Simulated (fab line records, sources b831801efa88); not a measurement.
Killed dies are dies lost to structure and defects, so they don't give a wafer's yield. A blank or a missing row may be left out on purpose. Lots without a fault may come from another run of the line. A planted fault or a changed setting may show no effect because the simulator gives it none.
Split-lot experiment | flow sky130 | 5 lots, 23 wafers read, on a route of 708 steps

THE SPLIT
At SKY_RES_XHIGH_COAT_02 (resist thk 1140 nm), the setting resist_thk_nm was moved away from the recipe's 1140 nm on 4 of the 23 wafers read, by -3.8% to +2.2%. The other wafers ran this setting at the recipe's value.

The reading is taken at the split's own step.

THE READING
NOVOLAK_of_RES_XHIGH_COAT_02.thk_nm (the simulator's own value, which no gauge read), in nm, at SKY_RES_XHIGH_COAT_02 (resist thk 1140 nm). The file gives no usual value for it. The 19 wafers here that ran the recipe average 1140 nm, standard deviation 3.5 nm.

wafer  | tool, chamber at the split | resist_thk_nm as run, nm | against the recipe | NOVOLAK_of_RES_XHIGH_COAT_02.thk_nm, nm | against lot-mates on the recipe
L074.1 | litho_track-03, 0          | 1165                     | +2.2%              | 1163                                    | +22
L074.3 | litho_track-03, 0          | 1140                     | recipe             | 1141                                    | -
L074.6 | litho_track-03, 0          | 1140                     | recipe             | 1141                                    | -
L074.4 | litho_track-03, 0          | 1165                     | +2.2%              | 1166                                    | +25
L074.5 | litho_track-03, 0          | 1140                     | recipe             | 1142                                    | -
L076.2 | litho_track-02, 0          | 1140                     | recipe             | 1146                                    | -
L076.4 | litho_track-02, 0          | 1140                     | recipe             | 1146                                    | -
L076.6 | litho_track-02, 0          | 1140                     | recipe             | 1144                                    | -
L077.1 | litho_track-04, 0          | 1140                     | recipe             | 1140                                    | -
L077.2 | litho_track-04, 0          | 1140                     | recipe             | 1135                                    | -
L077.3 | litho_track-04, 0          | 1140                     | recipe             | 1138                                    | -
L077.6 | litho_track-04, 0          | 1140                     | recipe             | 1138                                    | -
L077.4 | litho_track-04, 0          | 1140                     | recipe             | 1139                                    | -
L079.1 | litho_track-04, 0          | 1140                     | recipe             | 1142                                    | -
L079.3 | litho_track-04, 0          | 1140                     | recipe             | 1142                                    | -
L079.2 | litho_track-04, 0          | 1097                     | -3.8%              | 1097                                    | -46
L079.4 | litho_track-04, 0          | 1097                     | -3.8%              | 1100                                    | -43
L079.5 | litho_track-04, 0          | 1140                     | recipe             | 1145                                    | -
L084.2 | litho_track-03, 0          | 1140                     | recipe             | 1137                                    | -
L084.6 | litho_track-03, 0          | 1140                     | recipe             | 1137                                    | -
L084.3 | litho_track-03, 0          | 1140                     | recipe             | 1135                                    | -
L084.4 | litho_track-03, 0          | 1140                     | recipe             | 1135                                    | -
L084.5 | litho_track-03, 0          | 1140                     | recipe             | 1138                                    | -

THE FIT
A straight line over all 23 wafers: NOVOLAK_of_RES_XHIGH_COAT_02.thk_nm changes by +11.1 nm for each +1% of resist_thk_nm; r = +0.97; the points scatter about the line by 3.4 nm.
The same after taking each lot's own level away (the mean of its wafers on the recipe; 23 wafers): +11.5 nm for each +1%; r = +1.00; scatter 1.5 nm.
On that fit, the largest move of resist_thk_nm shifts the reading by 43 nm.
The lots' own levels span 1136.4 to 1145.3 nm, that is 2.6 times the standard deviation above.
So the lot-to-lot level changes the slope little: the two slopes agree.
Check: with one of the wafers moved furthest among these (-3.8%) left out of the fit, the line predicts -41.9 nm for it against its lot-mates. It came out at -46 nm against them.

OTHER SPLITS ON THESE WAFERS
These wafers also went through other splits before the reading. Each is held against what the fit with the lots' levels taken away leaves over:
other split on the same wafers | wafers away from the commonest value | r with NOVOLAK_of_RES_XHIGH_COAT_02.thk_nm (lot level and that fit taken away)
SKY_SD_P_COAT_02 resist_thk_nm | 9                                    | +0.14

THE WHOLE CHAIN: every reading that the file lists as answering this split, in the file's order
step                   | what it does       | reading                                                                              | change (the file's fit)              | r (the file's)
SKY_RES_XHIGH_COAT_02  | resist thk 1140 nm | NOVOLAK_of_RES_XHIGH_COAT_02.thk_nm (the simulator's own value, which no gauge read) | +11.5 nm for each +1% of the setting | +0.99
SKY_RES_XHIGH_STRIP_08 | strips in O2/N2    | strip_time_to_endpoint_s                                                             | withheld for each +1% of the setting | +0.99

THE FILE'S OWN FIT
NOVOLAK_of_RES_XHIGH_COAT_02.thk_nm changes by +11.5 nm for each +1% of resist_thk_nm, r = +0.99.
